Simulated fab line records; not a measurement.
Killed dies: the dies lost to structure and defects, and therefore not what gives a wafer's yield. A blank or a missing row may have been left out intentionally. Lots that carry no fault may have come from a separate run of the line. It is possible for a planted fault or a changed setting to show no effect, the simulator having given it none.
Which of the tools did it? / flow gf180mcu / 6 lots, 18 wafers sampled, at 2 steps of a route of 602

WHAT EACH GAUGE READ, for each wafer
GF_PASSIVATION_THK_MEAS_01.
lot=L916; measured=day 29 05:07; on=film metro-02; PASSIVATION_CVD_00_THK (nm)=973 988 1029
lot=L918; measured=day 29 14:28; on=film metro-01; PASSIVATION_CVD_00_THK (nm)=991 974 1015
lot=L921; measured=day 30 12:20; on=film metro-01; PASSIVATION_CVD_00_THK (nm)=1002 1001 1008
lot=L928; measured=day 32 07:10; on=film metro-02; PASSIVATION_CVD_00_THK (nm)=983 999 1010
lot=L932; measured=day 33 14:14; on=film metro-01; PASSIVATION_CVD_00_THK (nm)=988 1019 1035
lot=L934; measured=day 33 18:43; on=film metro-01; PASSIVATION_CVD_00_THK (nm)=995 1028 1004

WHICH TOOL RAN EACH LOT (tool, then ch and the chambers of the sampled wafers, then the start)
lot=L916; GF_V5_CVD_23=cvd w-02 ch 0,1, day 28 07:50
lot=L918; GF_V5_CVD_23=cvd w-02 ch 0,1, day 28 17:32
lot=L921; GF_V5_CVD_23=cvd w-01 ch 1, day 29 15:14
lot=L928; GF_V5_CVD_23=cvd w-02 ch 0,1, day 31 12:37
lot=L932; GF_V5_CVD_23=cvd w-01 ch 0,1, day 32 20:42
lot=L934; GF_V5_CVD_23=cvd w-02 ch 0,1, day 33 01:47
- GF_V5_CVD_23: deposits W, target thk 350 nm, time 104.9 s.

THE ANSWER, worked out from the rows above alone
Rule: the lots themselves supply what counts as usual. Put in order of their means at a reading, lots are off if they are a third of the lots or fewer, leave a main group of 4 or more, and stand apart from it by a gap of 3 or more times the standard deviation of the main group's means; of several such gaps the widest counts. If all means in a main group match to the digits the tables above print for the reading, that group is not used. Also off: a lot with no number at a reading for which 4 or more lots have one. Any other lot the step has rows for is counted as sound.
Nothing can be told from this: no lot is off at any reading shown.

WHAT THE SIMULATOR HAD INSERTED
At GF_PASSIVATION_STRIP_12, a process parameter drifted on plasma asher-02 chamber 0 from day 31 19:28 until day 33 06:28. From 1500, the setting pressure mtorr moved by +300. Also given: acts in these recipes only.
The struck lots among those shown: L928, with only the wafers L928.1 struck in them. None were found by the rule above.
